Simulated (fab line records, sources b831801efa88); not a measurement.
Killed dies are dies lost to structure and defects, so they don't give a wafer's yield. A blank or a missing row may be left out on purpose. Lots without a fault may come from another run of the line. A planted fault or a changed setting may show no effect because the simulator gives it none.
Problem report in the 8D (eight disciplines) form, filled by code | flow sky130 | the parts of the form that need people (team, actions taken, sign-off) are left out

1. THE PROBLEM
strip_time_to_endpoint_s at SKY_PASSIVATION_STRIP_12 reads a mean of 28.88 s on 4 wafers of 2 lots; wafers without a fault read 31.58 s with a standard deviation of 0.11. That is -25 standard deviations from the usual mean.
The step: strips in O2/N2.
First seen on wafer L483.2, day 47 23:20, on plasma_asher-01. The record holds 33 wafers of 11 lots with a number at this step. Rule for "out", or "out of limits": more than 4 standard deviations from the usual mean. The other wafers with a number count as sound.

2. WHAT IT IS AND WHAT IT IS NOT
question                    | is                               | is not
which readings at this step | strip_time_to_endpoint_s         | oes_product_au
which lots                  | L483, L485                       | L474, L475, L476, L478, L479, L486, L491, L492, L494
which wafers of those lots  | L483.2, L483.5, L485.2, L485.5   | L483.6, L485.4
read on which tools         | plasma_asher-01, plasma_asher-03 | plasma_asher-04
when                        | from day 47 23:20                | up to then (16 sound wafers); but 13 sound wafers of L485, L486, L491, L492, L494 came after

3. SUSPECTS, AND WHAT RULES EACH OUT
Counting: a tool at a process step up to the reading stays a suspect if it ran every lot that is out. Sound lots after the first of them don't rule it out here, since some wafers of a struck lot are sound.
- pvd_sputter-02 at SKY_METAL3_SPUTTER_03 (material Ti, target thk 5 nm, time 3.3 s): kept. It ran every lot that is out, first L483 (day 40 07:10); its last sound lot up to then is L478 (day 38 09:12).
- rie_diel-02 at SKY_PASSIVATION_ETCH_11 (etches the open film in CF4/O2, stops on AlCu, target depth 725 nm, time 161.1 s): kept. It ran every lot that is out, first L483 (day 47 23:13); its last sound lot up to then is L479 (day 46 17:40).
Left after counting: pvd_sputter-02 at SKY_METAL3_SPUTTER_03, rie_diel-02 at SKY_PASSIVATION_ETCH_11.

4. THE CAUSE (what the simulator had put in)
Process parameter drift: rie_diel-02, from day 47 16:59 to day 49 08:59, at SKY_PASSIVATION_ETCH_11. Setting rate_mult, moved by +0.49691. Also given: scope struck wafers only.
Counting left 2 suspects, and this tool is among them.

5. THE CHAIN OF EFFECTS, in route order
Each row: a reading whose mean over the struck wafers that have a number lies more than 3 standard deviations from the usual. Only readings for which the record gives a usual standard deviation are gone through. hours: the time from each lot's start at the first step in this table that gives one to its start at this step, as a median over the lots. sigmas: the change in usual standard deviations.
hours | step                     | reading                  | usual   | on struck wafers | change | sigmas
0     | SKY_PASSIVATION_STRIP_12 | strip_time_to_endpoint_s | 31.58 s | 28.88            | -2.70  | -25
The process steps in it:
- SKY_PASSIVATION_STRIP_12: strips in O2/N2.

6. WHAT WOULD HAVE CAUGHT IT SOONER
In this record the first reading out of limits was taken at day 47 23:20, 6 hours after the fault began at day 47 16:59.
Of the tool readings at SKY_PASSIVATION_ETCH_11 for which the record gives a usual standard deviation, none was out on any struck wafer, so an alarm limit of 4 standard deviations on them would not have fired.
Of the lots that are out (2), L485 began SKY_PASSIVATION_ETCH_11 on rie_diel-02 after day 47 23:20. A hold on the tool at that time would have spared it.
